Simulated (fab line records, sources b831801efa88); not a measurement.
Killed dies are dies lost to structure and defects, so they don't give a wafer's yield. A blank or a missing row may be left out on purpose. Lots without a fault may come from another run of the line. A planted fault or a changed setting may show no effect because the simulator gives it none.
A struck lot beside a sound one | flow sky130 | 17 steps out of a route of 708
Sound: wafers L847.2, L847.3, L847.5. Struck: wafers L833.2, L833.5, L833.6. The cause comes at the end.
At each step with rows: each side's tool, then ch and its chambers, then its first start. Under that, the readings that differ: sound wafers | struck wafers | difference of the means | sigmas: that difference in standard deviations of wafers without a fault.
alike: readings whose means differ by less than 2 such deviations, and words and numbers that are the same on both sides. not compared: withheld readings, readings that some wafer has no value for, bounds like >300 that may hide the same value, and numbers for which the record gives no deviation and whose values overlap.
The two part at a step that has a row with sigmas, a row that says differs or no value, or rows on one side only. Numbers that don't overlap but have no deviation are shown without sigmas and don't part them. A reading that every wafer of one side lacks parts them only if that side has two wafers or more.

SKY_CONTACT_BOW_MEAS_05:
  sound on film_metro-04, day 36 16:36; struck on film_metro-01, day 32 07:38
  alike: CONTACT_BOW
then, 8 steps without rows for these wafers: SKY_CONTACT_DEHYDRATE_06 (time 60 s); SKY_CONTACT_HMDS_07 (prime time 60 s); SKY_CONTACT_COAT_08 (resist thk 60 nm); SKY_CONTACT_COAT_09 (resist thk 450 nm); SKY_CONTACT_SOFTBAKE_10 (time 90 s); SKY_CONTACT_EXPOSE_11 (exposes mask CTM1, target cd 170 nm); SKY_CONTACT_PEB_12; SKY_CONTACT_DEVELOP_13 (develop time 60 s).
SKY_CONTACT_CD_MEAS_14: target cd 170 nm.
  sound on cd_sem-02, day 37 18:32; struck on cd_sem-02, day 33 10:11
  alike: cd_nm
SKY_CONTACT_OVL_MEAS_15:
  sound on overlay-01, day 37 18:39; struck on overlay-02, day 33 10:18
  alike: CONTACT_OVL
SKY_CONTACT_ETCH_16: etches BARC in N2/H2, stops on SiO2, time 45.9 s, target depth 60 nm.
  sound on rie_diel-03 ch 0,1,3, day 37 18:41; struck on rie_diel-03 ch 2,3, day 33 10:20
  alike: bias_w, chamber_pressure_mTorr, drypump_motor_current_A, oes_product_au, throttle_valve_pct
  not compared: rf_hours_counter_h
SKY_CONTACT_ETCH_17: etches SiO2 in C4F8/O2/Ar, stops on Si3N4, target depth 340 nm.
  sound on rie_diel-03 ch 0,1,3, day 37 18:43; struck on rie_diel-03 ch 2,3, day 33 10:22
  no value came back on the struck wafers for bias_w (W), chamber_pressure_mTorr (mTorr), oes_product_au (a.u.); on the sound wafers bias_w (W) reads 1204 1210 1200
  reading                                        | sound             | struck          | difference | sigmas
  model.KrF-thick_of_CONTACT_COAT_09.thk_nm (nm) | 323.7 324.9 322.6 | 391.8 394 393.8 | +69.5      |
SKY_CONTACT_ETCH_18: etches Si3N4 in CHF3/O2, stops on TiN, time 39 s, target depth 75 nm.
  sound on rie_diel-03 ch 0,1,3; struck on rie_diel-03 ch 2,3
  reading                                        | sound             | struck            | difference | sigmas
  oes_product_au (a.u.)                          | 0.863 0.863 0.859 | 0.373 0.369 0.376 | -0.489     | -61
  throttle_valve_pct (%)                         | 8.790 8.811 8.802 | 8.671 8.676 8.670 | -0.129     | -15
  model.KrF-thick_of_CONTACT_COAT_09.thk_nm (nm) | 237.1 239.3 235   | 305.9 307.5 307.6 | +69.9      |
  alike: O2_flow_sccm, bias_w, drypump_motor_current_A
  not compared: rf_hours_counter_h
SKY_CONTACT_STRIP_19: strips in O2/N2.
  sound on plasma_asher-03 ch 0,1, day 37 18:49; struck on plasma_asher-01 ch 0,1, day 33 10:28
  reading                      | sound             | struck            | difference | sigmas
  oes_product_au (a.u.)        | 0.375 0.378 0.381 | 0.409 0.409 0.403 | +0.029     | +6
  strip_time_to_endpoint_s (s) | 3.55 3.59 3.51    | 4.27 4.30 4.28    | +0.73      | +19
  alike: drypump_motor_current_A
  not compared: rf_hours_counter_h
then, 1 step without rows for these wafers: SKY_CONTACT_STRIP_20 (strips in post etch residue remover, time 1200 s).
-- the record jumps here: 14 days lie between the struck wafers' starts before and after (it left off in module CONTACT and takes up again in module PAD_OPEN, whose first step shown is number 708 of the route) --
SKY_PAD_OPEN_PROBE_99:
  sound on prober-01, day 50 05:51; struck on prober-02, day 47 05:01
  reading            | sound    | struck      | difference | sigmas
  killed_at_contacts | 21 25 19 | 446 432 444 | +419       | +82
  killed_dies        | 92 78 89 | 492 492 492 | +406       | +41
  killed_on_rim      | 21 16 23 | 96 96 96    | +76        | +19
  alike: killed_at_M0_to_M3, killed_at_M4_up, killed_at_front_end, killed_at_other, killed_open, killed_short

WHERE THEY PART
First at SKY_CONTACT_ETCH_17; last, within this record, at SKY_PAD_OPEN_PROBE_99.

WHY: what the simulator had put in
Skipped step whole: rie_diel-03, from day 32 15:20 on, at SKY_CONTACT_ETCH_17. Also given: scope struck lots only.
